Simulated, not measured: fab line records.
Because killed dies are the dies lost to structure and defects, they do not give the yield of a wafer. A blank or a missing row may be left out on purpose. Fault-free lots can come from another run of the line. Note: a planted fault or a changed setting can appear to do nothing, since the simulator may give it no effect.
fab line records | flow sky130
record lots=14 wafers=42 lastDay=50
route steps=708 shown VIA3@587 METAL4@599 CAP2M@605
lots that met no fault: from a run of the same line without faults
startH: hours from the record's first day to the start of the lot's first wafer shown | waitH: how many hours have passed since the lot's step before this one | " repeats the value in the row above | L1.1+2: a single row standing in for several wafers | - no value, or no start given | * or withheld: withheld | < > ~ a bound
route shown NAME@n: NAME is a module with steps in the file, n the number in the route of the first one | usual: the fault-free wafers' mean and standard deviation | same: alike in all rows | chamber/n: place in a boat | sites: readings site by site | _std_site: the standard deviation of these | _edge_site: the outer-site mean with the inner-site mean subtracted | radiusMm: how far each site lies from the wafer's centre | mask NAME#n: copy n | behind: the tool/chamber that last shaped the wafer | hold: what put the lot on hold/how long, in hours/how the hold closed | device: the n, p or np transistor that did not switch | end of line: the tests these same wafers got at the end of their route | a step with no rows: only its recipe | killed: count of dies lost to structure and defects at first sort (not the wafer's yield) | map: shows each die of a wafer: x if killed, . if not, _ if none is there
set.NAME: setting as actually run; set.NAME@STEP: the setting as run at that earlier step | model.NAME: the simulator's own value behind a step, which no gauge read
one table for each step of the route and one row for each wafer, over a sample of lots
services: a tool's chamber out of use, with start hour (startH, from the record's first day; less than 0 if before it), hours out, and reason
## steps
# step SKY_VIA3_ETCH_14
# recipe chemistry=N2/H2 target=BARC ionEnergyEv=200 sourceW=500 biasW=100 pressureMtorr=30 n2FlowSccm=100 h2FlowSccm=200 stopOn=SiO2 timeS=45.9 targetDepthA=600
# usual biasW=100.01/0.27 chamberPressureMTorr=30.000/0.029 drypumpMotorCurrentA=5.7/0.6 oesProductAu=0.855/0.0053 throttleValvePct=13.225/0.0093
# columns lot.wafer tool chamber startH waitH biasW chamberPressureMTorr drypumpMotorCurrentA oesProductAu rfHoursCounterH throttleValvePct
L140.3 rieDiel-02 0 937.04 0.0 99.67 30.010 6.3 0.844 17 13.220
L140.5 " 1 " " 100.02 29.998 5.6 0.852 - 13.226
L140.6 " 0 " " 100.53 29.986 6.3 0.848 - 13.204
L141.1 rieDiel-04 3 944.03 0.0 100.33 30.022 5.2 0.858 21 13.214
L141.3 " 0 " " 100.07 30.003 5.1 0.854 6 13.222
L141.6 " 3 " " 100.11 30.000 5.2 0.858 - 13.217
L143.1 rieDiel-03 1 967.03 0.0 100.67 29.974 5.4 0.847 12 13.241
L143.4 " 0 " " 99.69 30.006 6.3 0.854 25 13.222
L143.6 " 3 " " 100.33 29.994 5.2 0.861 - 13.227
L147.3 rieDiel-04 3 1010.58 0.0 99.97 30.025 5.2 0.864 23 13.227
L147.5 " 2 " " 100.28 30.005 5.0 0.855 - 13.217
L147.6 " 1 " " 100.02 30.021 6.3 0.856 - 13.225
L149.2 rieDiel-02 2 1014.38 0.0 99.48 30.036 5.5 0.856 24 13.224
L149.3 " 1 " " 100.08 30.020 5.5 0.850 14 13.209
L149.6 " 2 " " 100.01 30.010 5.5 0.851 - 13.214
L151.3 rieDiel-03 2 1016.09 0.0 100.00 29.962 5.1 0.852 16 13.223
L151.4 " 1 " " 100.25 29.993 5.4 0.864 14 13.234
L151.5 " 2 " " 99.65 29.960 5.1 0.858 - 13.221
L150.2 rieDiel-04 1 1016.44 0.0 100.25 29.955 6.3 0.852 7 13.221
L150.3 " 0 " " 99.71 29.987 5.1 0.857 7 13.214
L150.6 " 3 " " 100.08 30.013 5.2 0.853 - 13.215
L155.1 rieDiel-02 0 1042.58 0.0 99.79 29.981 6.3 0.848 21 13.223
L155.2 " 2 " " 100.02 29.967 5.5 0.856 25 13.240
L155.3 " 1 " " 100.11 29.982 5.5 0.852 15 13.214
L154.3 rieDiel-04 0 1048.14 0.0 99.90 29.985 5.0 0.857 8 13.203
L154.5 " 2 " " 100.45 29.973 5.0 0.853 - 13.242
L154.6 " 3 " " 99.71 29.968 5.2 0.848 - 13.223
L157.1 rieDiel-02 2 1058.28 0.0 100.16 29.955 5.5 0.854 25 13.219
L157.5 " 0 " " 100.08 30.023 6.3 0.867 - 13.231
L157.6 " 1 " " 99.72 30.012 5.6 0.858 - 13.233
L158.2 rieDiel-02 1 1061.59 0.0 100.27 29.980 5.6 0.848 16 13.222
L158.4 " 0 " " 100.06 29.999 6.3 0.862 22 13.236
L158.5 " 3 " " 100.54 29.961 6.8 0.856 - 13.213
L159.1 rieDiel-02 3 1062.28 0.0 100.34 29.974 6.8 0.861 21 13.243
L159.2 " 2 " " 100.23 30.000 5.5 0.849 26 13.221
L159.6 " 2 " " 99.49 30.008 5.5 0.857 - 13.216
L160.1 rieDiel-02 2 1065.78 0.0 99.97 30.007 5.5 0.859 26 13.236
L160.5 " 0 " " 100.26 29.976 6.3 0.857 - 13.232
L160.6 " 1 " " 99.51 30.015 5.5 0.856 - 13.224
L163.4 rieDiel-02 2 1089.29 0.0 100.07 29.979 5.5 0.859 27 13.209
L163.5 " 3 " " 100.50 29.955 6.8 0.856 - 13.232
L163.6 " 2 " " 100.06 30.045 5.5 0.858 - 13.227
# step SKY_METAL4_SPUTTER_01
# recipe material=TiN targetThkNm=20 powerW=6500 timeS=16.7 chamberPressurePa=0.4
# usual throttleValvePct=30.1/1.2
# columns lot.wafer tool chamber startH waitH throttleValvePct
L140.3 pvdSputter-02 - 938.43 0.0 31.0
L140.5 " - " " 32.2
L140.6 " - " " 29.0
L141.1 pvdSputter-02 - 945.54 0.0 30.3
L141.3 " - " " 28.8
L141.6 " - " " 32.1
L143.1 pvdSputter-01 - 968.41 0.0 30.0
L143.4 " - " " 30.1
L143.6 " - " " 28.4
L147.3 pvdSputter-02 - 1011.96 0.0 31.6
L147.5 " - " " 30.2
L147.6 " - " " 32.1
L149.2 pvdSputter-01 - 1015.98 0.0 29.7
L149.3 " - " " 28.4
L149.6 " - " " 30.0
L151.3 pvdSputter-02 - 1017.81 0.0 30.4
L151.4 " - " " 31.2
L151.5 " - " " 31.0
L150.2 pvdSputter-01 - 1018.11 0.0 28.5
L150.3 " - " " 30.0
L150.6 " - " " 28.2
L155.1 pvdSputter-03 - 1043.96 0.0 29.9
L155.2 " - " " 31.0
L155.3 " - " " 29.8
L154.3 pvdSputter-02 - 1049.82 0.0 32.0
L154.5 " - " " 28.7
L154.6 " - " " 31.1
L157.1 pvdSputter-02 - 1060.19 0.0 28.8
L157.5 " - " " 31.1
L157.6 " - " " 30.1
L158.2 pvdSputter-01 - 1063.00 0.0 30.0
L158.4 " - " " 28.0
L158.5 " - " " 30.6
L159.1 pvdSputter-03 - 1063.67 0.0 29.9
L159.2 " - " " 31.2
L159.6 " - " " 30.1
L160.1 pvdSputter-03 - 1069.56 0.0 29.9
L160.5 " - " " 30.9
L160.6 " - " " 27.9
L163.4 pvdSputter-01 - 1091.23 0.0 29.7
L163.5 " - " " 30.0
L163.6 " - " " 28.3
# step SKY_CAP2M_SPUTTER_02
# recipe material=TiN targetThkNm=200 tempC=300 powerW=6500 timeS=166.7 chamberPressurePa=0.4
# usual throttleValvePct=30.0/1.4
# columns lot.wafer tool chamber startH waitH throttleValvePct
L140.3 pvdSputter-01 - 938.64 0.0 30.0
L140.5 " - " " 30.3
L140.6 " - " " 28.1
L141.1 pvdSputter-03 - 945.75 0.1 31.2
L141.3 " - " " 30.1
L141.6 " - " " 30.8
L143.1 pvdSputter-03 - 968.63 0.1 30.0
L143.4 " - " " 27.7
L143.6 " - " " 30.2
L147.3 pvdSputter-04 - 1012.17 0.0 33.2
L147.5 " - " " 32.9
L147.6 " - " " 29.0
L149.2 pvdSputter-04 - 1016.21 0.0 31.6
L149.3 " - " " 32.9
L149.6 " - " " 32.9
L151.3 pvdSputter-04 - 1018.03 0.0 28.9
L151.4 " - " " 32.9
L151.5 " - " " 29.2
L150.2 pvdSputter-03 - 1018.33 0.0 29.9
L150.3 " - " " 30.8
L150.6 " - " " 30.1
L155.1 pvdSputter-01 - 1044.18 0.1 29.8
L155.2 " - " " 30.0
L155.3 " - " " 28.3
L154.3 pvdSputter-03 - 1050.03 0.0 29.9
L154.5 " - " " 31.1
L154.6 " - " " 29.7
L157.1 pvdSputter-01 - 1060.40 0.1 29.7
L157.5 " - " " 28.3
L157.6 " - " " 30.2
L158.2 pvdSputter-04 - 1063.22 0.0 31.3
L158.4 " - " " 29.1
L158.5 " - " " 31.3
L159.1 pvdSputter-04 - 1063.88 0.1 28.9
L159.2 " - " " 32.8
L159.6 " - " " 31.3
L160.1 pvdSputter-04 - 1069.77 0.1 28.8
L160.5 " - " " 29.0
L160.6 " - " " 31.3
L163.4 pvdSputter-03 - 1091.44 0.0 29.9
L163.5 " - " " 27.8
L163.6 " - " " 29.9
# step SKY_CAP2M_METAL_ETCH_13
# recipe targetDepthNm=220 stopOn=SiO2 chemistry=Cl2/BCl3 target=TiN pressureMtorr=10 icpW=900 biasW=48.5 Cl2_flow_sccm=60 bcl3FlowSccm=30 timeS=62.9
# usual bcl3FlowSccm=29.99/0.093 biasW=48.47/0.14 drypumpMotorCurrentA=5.7/0.53 oesProductAu=0.943/0.008 throttleValvePct=21.902/0.01
# columns lot.wafer tool chamber startH waitH bcl3FlowSccm biasW drypumpMotorCurrentA oesProductAu rfHoursCounterH throttleValvePct
L140.3 rieMetal-01 1 962.31 0.1 30.00 48.25 5.6 0.940 - 21.898
L140.5 " 1 " " 30.00 48.18 5.6 0.942 - 21.917
L140.6 " 1 " " 29.96 48.16 5.6 0.939 - 21.879
L141.1 rieMetal-03 0 969.87 0.0 29.90 48.19 4.9 0.951 6 21.920
L141.3 " 1 " " 30.05 48.18 5.5 0.929 - 21.914
L141.6 " 1 " " 29.99 48.47 5.5 0.939 - 21.917
L143.1 rieMetal-04 1 991.82 0.0 29.80 48.46 6.3 0.933 15 21.909
L143.4 " 0 " " 30.06 48.58 5.5 0.944 - 21.911
L143.6 " 1 " " 30.08 48.45 6.3 0.939 - 21.898
L147.3 rieMetal-03 1 1035.25 0.0 30.16 48.47 5.5 0.950 - 21.898
L147.5 " 1 " " 30.07 48.57 5.5 0.947 - 21.903
L147.6 " 0 " " 30.13 48.62 4.9 0.945 - 21.914
L149.2 rieMetal-01 1 1039.11 0.0 - - - - - -
L149.3 " 1 " " - - - - - -
L149.6 " 1 " " - - - - - -
L151.3 rieMetal-03 1 1040.74 0.0 - - - - - -
L151.4 " 0 " " - - - - - -
L151.5 " 1 " " - - - - - -
L150.2 rieMetal-04 0 1041.62 0.0 29.88 48.47 5.5 0.936 11 21.917
L150.3 " 0 " " 30.01 48.46 5.5 0.951 - 21.896
L150.6 " 1 " " 30.08 48.55 6.4 0.944 - 21.916
L155.1 rieMetal-01 0 1066.32 0.0 29.81 48.40 6.5 0.942 10 21.904
L155.2 " 1 " " 30.00 48.55 5.5 0.941 17 21.895
L155.3 " 1 " " 29.93 48.69 5.6 0.949 - 21.885
L154.3 rieMetal-03 0 1071.50 0.0 29.96 48.46 4.9 0.946 - 21.907
L154.5 " 1 " " 30.07 48.42 5.5 0.944 - 21.888
L154.6 " 0 " " 29.96 48.57 4.9 0.941 - 21.895
L157.1 rieMetal-03 0 1081.97 0.0 30.03 48.32 4.9 0.932 13 21.910
L157.5 " 0 " " 29.88 48.41 4.9 0.932 - 21.910
L157.6 " 1 " " 29.87 48.42 5.5 0.926 - 21.903
L158.2 rieMetal-03 0 1084.32 0.0 30.03 48.61 4.9 0.951 13 21.885
L158.4 " 1 " " 29.92 48.46 5.4 0.945 - 21.898
L158.5 " 0 " " 29.94 48.25 4.9 0.958 - 21.887
L159.1 rieMetal-01 0 1084.86 0.0 30.01 48.53 6.5 0.943 10 21.894
L159.2 " 1 " " 30.10 48.54 5.6 0.953 17 21.904
L159.6 " 0 " " 30.03 48.56 6.5 0.941 - 21.882
L160.1 rieMetal-01 1 1090.22 0.0 29.87 48.68 5.6 0.948 17 21.892
L160.5 " 0 " " 30.03 48.53 6.5 0.954 - 21.908
L160.6 " 1 " " 30.17 48.63 5.5 0.955 - 21.895
L163.4 rieMetal-04 0 1110.94 0.1 29.95 48.43 5.5 0.947 - 21.897
L163.5 " 0 " " 29.97 48.54 5.5 0.952 - 21.889
L163.6 " 0 " " 30.01 48.38 5.5 0.953 - 21.898
# step SKY_CAP2M_STRIP_14
# recipe chemistry=O2/N2 powerW=1400 pressureMtorr=1500 platenTempC=withheld o2FlowSccm=3000 n2FlowSccm=300 overashFraction=0.5
# usual drypumpMotorCurrentA=5.82/0.26 o2FlowSccm=3002/10 oesProductAu=0.710/0.0045 stripTimeToEndpointS=12.65/0.054
# columns lot.wafer tool chamber startH waitH drypumpMotorCurrentA o2FlowSccm oesProductAu rfHoursCounterH stripTimeToEndpointS
L140.3 plasmaAsher-02 0 962.45 0.1 5.89 2996 0.718 - 12.61
L140.5 " 0 " " 5.90 3013 0.709 - 12.56
L140.6 " 1 " " 5.73 3015 0.717 - 12.64
L141.1 plasmaAsher-04 1 969.95 0.1 5.30 3001 0.716 86 12.70
L141.3 " 0 " " 5.72 3008 0.709 - 12.65
L141.6 " 0 " " 5.72 3012 0.713 - 12.66
L143.1 plasmaAsher-04 0 991.90 0.1 5.71 3006 0.713 89 12.62
L143.4 " 1 " " 5.32 3003 0.705 - 12.57
L143.6 " 1 " " 5.30 2996 0.709 - 12.57
L147.3 plasmaAsher-04 1 1035.33 0.1 5.30 3008 0.707 - 12.62
L147.5 " 0 " " 5.69 2992 0.703 - 12.61
L147.6 " 1 " " 5.31 3023 0.706 - 12.70
L149.2 plasmaAsher-02 0 1039.19 0.1 5.91 3017 0.720 26 14.25
L149.3 " 0 " " 5.90 3006 0.712 - 14.25
L149.6 " 0 " " 5.90 3017 0.707 - 14.23
L151.3 plasmaAsher-02 0 1040.82 0.1 5.89 3008 0.713 - 14.23
L151.4 " 1 " " 5.74 3019 0.721 - 14.20
L151.5 " 0 " " 5.91 3020 0.718 - 14.20
L150.2 plasmaAsher-01 1 1041.70 0.1 5.81 2999 0.706 122 12.62
L150.3 " 1 " " 5.80 3000 0.711 - 12.64
L150.6 " 1 " " 5.79 3023 0.711 - 12.73
L155.1 plasmaAsher-02 0 1066.40 0.1 5.89 3002 0.709 31 12.71
L155.2 " 1 " " 5.76 2999 0.717 31 12.68
L155.3 " 0 " " 5.90 2987 0.707 - 12.68
L154.3 plasmaAsher-02 1 1071.58 0.1 5.76 3006 0.705 - 12.62
L154.5 " 1 " " 5.74 3014 0.719 - 12.58
L154.6 " 0 " " 5.91 2989 0.713 - 12.60
L157.1 plasmaAsher-01 1 1082.05 0.1 5.79 3009 0.710 3 12.67
L157.5 " 1 " " 5.80 3005 0.715 - 12.65
L157.6 " 0 " " 6.32 3004 0.716 - 12.61
L158.2 plasmaAsher-01 1 1084.40 0.1 5.81 2988 0.712 3 12.68
L158.4 " 0 " " 6.32 2990 0.711 - 12.59
L158.5 " 1 " " 5.81 2976 0.714 - 12.64
L159.1 plasmaAsher-02 1 1084.94 0.1 5.75 2996 0.718 33 12.76
L159.2 " 0 " " 5.91 3014 0.708 33 12.73
L159.6 " 1 " " 5.75 2989 0.711 - 12.74
L160.1 plasmaAsher-01 0 1090.30 0.1 6.32 3004 0.710 3 12.61
L160.5 " 0 " " 6.30 2999 0.714 - 12.66
L160.6 " 1 " " 5.80 3004 0.709 - 12.64
L163.4 plasmaAsher-02 1 1111.05 0.1 5.74 3021 0.712 - 12.56
L163.5 " 1 " " 5.76 3004 0.711 - 12.59
L163.6 " 0 " " 5.89 3008 0.705 - 12.56
## services
# columns tool chamber startH hours kind
rieDiel-04 0 917.82 4.9 repair
rieDiel-02 - 926.02 0.2 repair
rieMetal-04 0 931.60 5.4 repair
pvdSputter-01 - 944.01 3.1 repair
rieMetal-03 - 950.55 0.6 repair
plasmaAsher-04 - 955.20 2.1 repair
pvdSputter-04 - 956.39 2.9 repair
rieDiel-04 - 958.96 8.2 repair
plasmaAsher-02 - 959.12 1.4 repair
rieMetal-01 0 962.19 2.8 repair
rieDiel-02 - 969.67 2.8 pm
rieMetal-01 - 972.54 1.4 repair
plasmaAsher-02 - 977.07 2.0 repair
pvdSputter-04 - 980.03 1.2 repair
rieDiel-04 - 980.94 0.4 repair
rieDiel-02 2 991.44 12.5 repair
rieDiel-04 - 997.98 0.2 repair
rieDiel-04 0 1036.99 5.0 repair
plasmaAsher-01 - 1055.31 9.0 pm
rieDiel-02 3 1065.46 10.1 repair
rieMetal-01 - 1069.96 14.6 pm
plasmaAsher-02 - 1078.27 2.2 repair
rieMetal-03 - 1084.70 2.7 repair
pvdSputter-04 - 1107.68 1.9 repair
## key
firstSign step=SKY_CAP2M_METAL_ETCH_13 reading=toolRecord direction=missing
effect step=SKY_CAP2M_STRIP_14 reading=stripTimeToEndpointS direction=up sigmas=29 usual=* struck=*
metAt SKY_CAP2M_METAL_ETCH_13
struckLots L149,L151
laterRowsLeftOut L149.2,L149.3,L149.6,L151.3,L151.4,L151.5
sortLeftOut L149.2,L149.3,L149.6,L151.3,L151.4,L151.5
testerLeftOut L149,L151
notActingAt SKY_VIA3_ETCH_14,SKY_METAL4_SPUTTER_01,SKY_CAP2M_SPUTTER_02
onsetBetween 1035.25 1039.11
earlierFault kind=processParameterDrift tool=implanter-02 chamber=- onsetH=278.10 steps=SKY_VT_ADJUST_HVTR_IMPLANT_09 channel=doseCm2 offset=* shape=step endH=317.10 actsIn=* stated=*
fault kind=skippedStepWhole tool=rieMetal-01,rieMetal-03 chamber=- onsetH=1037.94 steps=SKY_CAP2M_METAL_ETCH_13 scope=struckLotsOnly
# testerLeftOut: of these lots the tester's yield and bins aren't shown, on N5 and GAA mostly nor the transistor test; their killed dies are dies lost to structure and defects alone, not to doping, threshold or leakage, so they don't give the yield
# sortLeftOut: the simulated sort isn't trusted on such a fault, so these wafers' sort isn't shown, and their yield isn't known
# laterRowsLeftOut: the simulator's readings of these wafers behind a module that went badly wrong aren't trusted and aren't shown, but for the sort
